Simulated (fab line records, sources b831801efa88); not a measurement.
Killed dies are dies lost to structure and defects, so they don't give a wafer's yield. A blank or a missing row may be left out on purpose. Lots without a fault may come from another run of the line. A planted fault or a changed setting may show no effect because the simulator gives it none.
Which tool did it? | flow sky130 | 12 lots, 36 wafers sampled, at 6 steps of a route of 708

WHAT THE GAUGES READ, wafer by wafer
SKY_SD_P_CD_MEAS_07: target cd 380 nm.
lot  | measured     | on        | cd_nm (nm)
L366 | day 25 18:33 | cd_sem-01 | 383.6 383.4 382.8
L367 | day 25 18:50 | cd_sem-02 | 375.5 376.6 379.4
L370 | day 26 22:25 | cd_sem-01 | 382.9 381.3 379.6
L371 | day 27 02:07 | cd_sem-01 | 379.8 378.0 382.0
L372 | day 28 03:25 | cd_sem-02 | 381.2 382.5 382.5
L373 | day 28 05:55 | cd_sem-02 | 381.8 380.4 382.3
L377 | day 29 06:21 | cd_sem-02 | 376.8 380.6 376.3
L376 | day 29 07:13 | cd_sem-02 | - - -
L386 | day 32 10:44 | cd_sem-02 | 381.1 380.8 379.3
L387 | day 32 15:58 | cd_sem-01 | 381.8 379.0 379.6
L388 | day 32 17:59 | cd_sem-02 | 378.4 378.2 377.2
L389 | day 33 15:04 | cd_sem-02 | 387.0 383.2 386.1

SKY_SD_P_TW_MEAS_11.
lot  | measured     | on            | SD_P_TW
L366 | day 25 18:57 | film_metro-04 | 2793 2791 2771
L367 | day 25 19:14 | film_metro-04 | 2793 2775 2800
L370 | day 26 22:49 | film_metro-02 | 2864 2854 2859
L371 | day 27 02:31 | film_metro-02 | 2850 2855 2865
L372 | day 28 03:47 | film_metro-04 | 2790 2790 2800
L373 | day 28 06:19 | film_metro-03 | 2812 2842 2840
L377 | day 29 06:45 | film_metro-03 | 2832 2831 2829
L376 | day 29 07:37 | film_metro-04 | 30 30 30
L386 | day 32 11:08 | film_metro-04 | 2790 2781 2806
L387 | day 32 16:21 | film_metro-04 | 2797 2784 2768
L388 | day 32 18:22 | film_metro-03 | 2834 2827 2829
L389 | day 33 15:28 | film_metro-04 | 2813 2802 2802

SKY_SD_N_RS_MEAS_16: measures by four-point-probe.
lot  | measured     | on            | SD_N_RS (ohm/sq)
L366 | day 28 06:02 | film_metro-04 | 68.38 68.71 68.43
L367 | day 28 06:08 | film_metro-02 | 68.68 68.59 68.46
L370 | day 29 08:31 | film_metro-04 | 68.33 68.49 68.43
L371 | day 29 12:40 | film_metro-03 | 68.50 68.64 68.47
L372 | day 30 12:37 | film_metro-02 | 68.20 68.50 68.46
L373 | day 30 15:08 | film_metro-04 | 68.40 68.52 68.44
L377 | day 31 14:05 | film_metro-04 | 68.45 68.43 68.41
L376 | day 31 15:23 | film_metro-02 | 68.56 68.58 68.40
L386 | day 34 16:56 | film_metro-02 | 68.51 68.60 68.58
L387 | day 34 21:29 | film_metro-04 | 68.51 68.61 68.44
L388 | day 34 23:22 | film_metro-03 | 68.75 68.66 68.57
L389 | day 35 19:35 | film_metro-04 | 68.52 68.42 68.37

SKY_LI_CONTACT_THK_MEAS_01.
lot  | measured     | on            | LI_CONTACT_HDPCVD_THK (nm)
L366 | day 28 06:31 | film_metro-04 | 922 912 922
L367 | day 28 06:37 | film_metro-03 | 940 927 936
L370 | day 29 09:00 | film_metro-02 | 926 920 945
L371 | day 29 13:07 | film_metro-03 | 942 928 930
L372 | day 30 13:05 | film_metro-03 | 925 927 931
L373 | day 30 15:37 | film_metro-03 | 957 940 940
L377 | day 31 14:34 | film_metro-02 | 917 924 927
L376 | day 31 15:52 | film_metro-04 | 928 940 949
L386 | day 34 17:25 | film_metro-03 | 925 935 924
L387 | day 34 21:58 | film_metro-03 | 910 937 941
L388 | day 34 23:50 | film_metro-02 | 934 918 928
L389 | day 35 20:04 | film_metro-04 | 934 928 936

WHICH TOOL RAN EACH LOT (tool, then ch and the chambers of the sampled wafers, then the start)
lot  | SKY_SD_P_EXPOSE_04                  | SKY_SD_N_STRIP_11
L366 | iline_stepper-02 ch 0, day 25 04:43 | plasma_asher-01 ch 0,1, day 28 05:38
L367 | iline_stepper-01 ch 0, day 25 04:57 | plasma_asher-02 ch 0,1, day 28 05:44
L370 | iline_stepper-01 ch 0, day 26 07:58 | plasma_asher-02 ch 0,1, day 29 08:08
L371 | iline_stepper-02 ch 0, day 26 12:51 | plasma_asher-02 ch 0,1, day 29 12:16
L372 | iline_stepper-02 ch 0, day 27 12:23 | plasma_asher-01 ch 0,1, day 30 12:11
L373 | iline_stepper-01 ch 0, day 27 16:14 | plasma_asher-02 ch 0,1, day 30 14:44
L377 | iline_stepper-01 ch 0, day 28 15:23 | plasma_asher-01 ch 0,1, day 31 13:38
L376 | iline_stepper-02 ch 0, day 28 16:23 | plasma_asher-03 ch 0,1, day 31 14:59
L386 | iline_stepper-02 ch 0, day 31 21:39 | plasma_asher-02 ch 0,1, day 34 16:32
L387 | iline_stepper-02 ch 0, day 32 02:05 | plasma_asher-03 ch 0,1, day 34 21:05
L388 | iline_stepper-02 ch 0, day 32 04:01 | plasma_asher-02 ch 0,1, day 34 22:59
L389 | iline_stepper-02 ch 0, day 33 01:58 | plasma_asher-01 ch 0,1, day 35 19:11
- SKY_SD_P_EXPOSE_04: exposes mask PSDM, target cd 380 nm.
- SKY_SD_N_STRIP_11: strips in O2/N2.

WHAT THE TOOLS THEMSELVES READ (means of the sampled wafers that have a number; where no wafer has one, the mark that the record gives instead)
SKY_SD_N_STRIP_11.
lot  | tool            | drypump_motor_current_A (A) | oes_product_au (a.u.) | strip_time_to_endpoint_s (s)
L366 | plasma_asher-01 | 5.9                         | 0.526                 | 22.53
L367 | plasma_asher-02 | 6.4                         | 0.529                 | 22.49
L370 | plasma_asher-02 | 6.4                         | 0.529                 | 22.58
L371 | plasma_asher-02 | 6.4                         | 0.525                 | 22.49
L372 | plasma_asher-01 | 6.0                         | 0.532                 | 22.55
L373 | plasma_asher-02 | 6.4                         | 0.527                 | 22.50
L377 | plasma_asher-01 | 5.9                         | 0.525                 | 22.41
L376 | plasma_asher-03 | 5.5                         | 0.522                 | 22.51
L386 | plasma_asher-02 | 6.4                         | 0.528                 | 22.53
L387 | plasma_asher-03 | 5.5                         | 0.527                 | 22.57
L388 | plasma_asher-02 | 6.4                         | 0.526                 | 22.51
L389 | plasma_asher-01 | 6.0                         | 0.528                 | 22.53

THE ANSWER, worked out from the rows above alone
Rule: what is usual is taken from the lots themselves. Put in order of their means at a reading, lots are off if they are a third of the lots or fewer, leave a main group of 4 or more, and stand apart from it by a gap of 3 or more times the standard deviation of the main group's means; of several such gaps the widest counts. A main group whose means are all the same, to the digits that the tables above print for the reading, isn't used. A lot without any number at a reading at which 4 lots or more have one is off too. The other lots that the step has rows for count as sound. The gauges are gone through in route order, then the tools' own readings, and for those a lot's mean is taken as printed above. The first step at which some lot is off is used, and at that step the reading that is off furthest; a lot without a number counts as furthest.
Off: L376, at SKY_SD_P_CD_MEAS_07 (cd_nm). Without a number there: L376. The main group: mean 380.6 nm, standard deviation 2.4.
A tool fits if, at a process step before that reading, it ran every lot that is off, and no sound lot after the first of them. The gauges at SKY_SD_P_CD_MEAS_07 aren't tried: what is off there is off at SKY_SD_P_TW_MEAS_11 too, on other tools, and a gauge's error can't cause that. None of those tried fits.

WHAT THE SIMULATOR HAD PUT IN
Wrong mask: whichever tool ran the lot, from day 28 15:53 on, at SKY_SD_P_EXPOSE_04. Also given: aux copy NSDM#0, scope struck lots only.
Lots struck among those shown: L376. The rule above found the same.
